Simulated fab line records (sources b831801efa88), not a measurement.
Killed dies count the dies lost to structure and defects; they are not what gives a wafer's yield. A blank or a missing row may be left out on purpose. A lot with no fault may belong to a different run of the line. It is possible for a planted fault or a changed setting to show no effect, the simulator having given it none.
What tool caused it? | flow gf180mcu | 18 wafers from 6 lots sampled at 2 of the route's 602 steps

== WHAT THE GAUGES READ, wafer by wafer ==
GF_V1_OVL_MEAS_15.
lot  | measured     | on         | V1_OVL (nm)
L196 | day 19 02:44 | overlay-01 | 8 -3 4
L201 | day 20 22:05 | overlay-01 | -3 0 -6
L205 | day 21 20:56 | overlay-02 | 2 8 5
L208 | day 23 03:36 | overlay-02 | 4 1 -1
L210 | day 23 14:52 | overlay-02 | -7 3 -5
L214 | day 24 23:45 | overlay-02 | -7 0 -4

== EACH LOT AND THE TOOL THAT RAN IT (in order: tool; ch and the chambers of the sampled wafers; start) ==
lot  | GF_STI_WET_ETCH_17
L196 | wet bench-03 ch 3, day 2 08:02
L201 | wet bench-03 ch 3, day 3 12:14
L205 | wet bench-03 ch 2, day 4 04:43
L208 | wet bench-03 ch 1, day 4 21:01
L210 | wet bench-01 ch 2, day 5 06:46
L214 | wet bench-01 ch 2, day 6 03:55
- GF_STI_WET_ETCH_17: etches Si3N4 in H3PO4, target depth 45 nm, time 514 s.

== THE ANSWER, worked out from the rows above alone ==
Rule: the usual values come from the lots themselves. Put in order of their means at a reading, lots are off if they are a third of the lots or fewer, leave a main group of 4 or more, and stand apart from it by a gap of 3 or more times the standard deviation of the main group's means; of several such gaps the widest counts. The tables above print the reading to a certain number of digits; a main group whose means all agree to those digits is not used. Also off: a lot with no number at a reading for which 4 or more lots have one. The other lots that the step has rows for count as sound.
No lot is off at any reading shown: from this, nothing can be told.

== WHAT THE SIMULATOR HAD INSERTED ==
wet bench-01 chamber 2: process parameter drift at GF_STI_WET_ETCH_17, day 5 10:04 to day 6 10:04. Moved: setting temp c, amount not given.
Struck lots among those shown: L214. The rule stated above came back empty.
